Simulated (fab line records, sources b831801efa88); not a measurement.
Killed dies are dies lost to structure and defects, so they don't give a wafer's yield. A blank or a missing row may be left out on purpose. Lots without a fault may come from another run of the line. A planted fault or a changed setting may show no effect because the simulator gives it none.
Which tool did it? | flow sfq_line | 14 lots, 42 wafers sampled, at 2 steps of a route of 325

WHAT THE GAUGES READ, wafer by wafer
SFQ_I3_BOW_MEAS_922.
lot  | measured     | on            | I3_BOW (um)
L386 | day 28 06:03 | film_metro-04 | -7 5 0
L387 | day 29 00:12 | film_metro-04 | 5 6 2
L388 | day 29 06:11 | film_metro-01 | 0 -3 5
L389 | day 29 09:07 | film_metro-04 | -2 -3 -13
L390 | day 29 12:07 | film_metro-02 | 2 4 -9
L392 | day 33 18:07 | film_metro-01 | 1 12 5
L394 | day 34 11:35 | film_metro-01 | -3 -15 -1
L396 | day 34 23:35 | film_metro-02 | 9 10 7
L397 | day 35 06:08 | film_metro-02 | 0 -7 15
L398 | day 35 18:13 | film_metro-02 | 0 0 10
L399 | day 36 03:07 | film_metro-02 | 6 1 12
L407 | day 38 12:38 | film_metro-04 | -1 -9 5
L408 | day 38 15:36 | film_metro-02 | 14 14 6
L409 | day 38 18:40 | film_metro-01 | -2 4 8

WHICH TOOL RAN EACH LOT (tool, then ch and the chambers of the sampled wafers, then the start)
lot  | SFQ_TRILAYER_M3_STRIP_STRIP_079
L386 | rie_metal-03 ch 0,1, day 27 23:46
L387 | rie_metal-01 ch 0,1, day 28 17:53
L388 | rie_metal-01 ch 0,1, day 28 22:41
L389 | rie_metal-02 ch 0,1, day 29 01:05
L390 | rie_metal-03 ch 1, day 29 02:28
L392 | rie_metal-03 ch 1, day 32 22:35
L394 | rie_metal-02 ch 0,1, day 33 11:44
L396 | rie_metal-02 ch 0,1, day 34 07:40
L397 | rie_metal-03 ch 0,1, day 34 18:35
L398 | rie_metal-02 ch 0,1, day 35 03:03
L399 | rie_metal-03 ch 0,1, day 35 14:59
L407 | rie_metal-01 ch 0,1, day 37 19:02
L408 | rie_metal-01 ch 0,1, day 37 22:26
L409 | rie_metal-01 ch 0,1, day 38 02:14
- SFQ_TRILAYER_M3_STRIP_STRIP_079: strips in O2.

WHAT THE TOOLS THEMSELVES READ (means of the sampled wafers that have a number; where no wafer has one, the mark that the record gives instead)
SFQ_TRILAYER_M3_STRIP_STRIP_079.
lot  | tool         | drypump_motor_current_A (A) | oes_product_au (a.u.)
L386 | rie_metal-03 | 5.6                         | 1.008
L387 | rie_metal-01 | 5.4                         | 1.006
L388 | rie_metal-01 | 5.4                         | 1.004
L389 | rie_metal-02 | 6.4                         | 0.987
L390 | rie_metal-03 | 5.0                         | 0.997
L392 | rie_metal-03 | 5.0                         | 1.000
L394 | rie_metal-02 | 6.4                         | 0.991
L396 | rie_metal-02 | 6.2                         | 0.998
L397 | rie_metal-03 | 5.7                         | 1.000
L398 | rie_metal-02 | 6.4                         | 0.988
L399 | rie_metal-03 | 5.6                         | 1.001
L407 | rie_metal-01 | 5.6                         | 1.006
L408 | rie_metal-01 | 5.4                         | 0.994
L409 | rie_metal-01 | 5.5                         | 0.993

THE ANSWER, worked out from the rows above alone
Rule: what is usual is taken from the lots themselves. Put in order of their means at a reading, lots are off if they are a third of the lots or fewer, leave a main group of 4 or more, and stand apart from it by a gap of 3 or more times the standard deviation of the main group's means; of several such gaps the widest counts. A main group whose means are all the same, to the digits that the tables above print for the reading, isn't used. A lot without any number at a reading at which 4 lots or more have one is off too. The other lots that the step has rows for count as sound. The gauges are gone through in route order, then the tools' own readings, and for those a lot's mean is taken as printed above. The first step at which some lot is off is used, and at that step the reading that is off furthest; a lot without a number counts as furthest.
No lot is off at any reading shown: from this, nothing can be told.

WHAT THE SIMULATOR HAD PUT IN
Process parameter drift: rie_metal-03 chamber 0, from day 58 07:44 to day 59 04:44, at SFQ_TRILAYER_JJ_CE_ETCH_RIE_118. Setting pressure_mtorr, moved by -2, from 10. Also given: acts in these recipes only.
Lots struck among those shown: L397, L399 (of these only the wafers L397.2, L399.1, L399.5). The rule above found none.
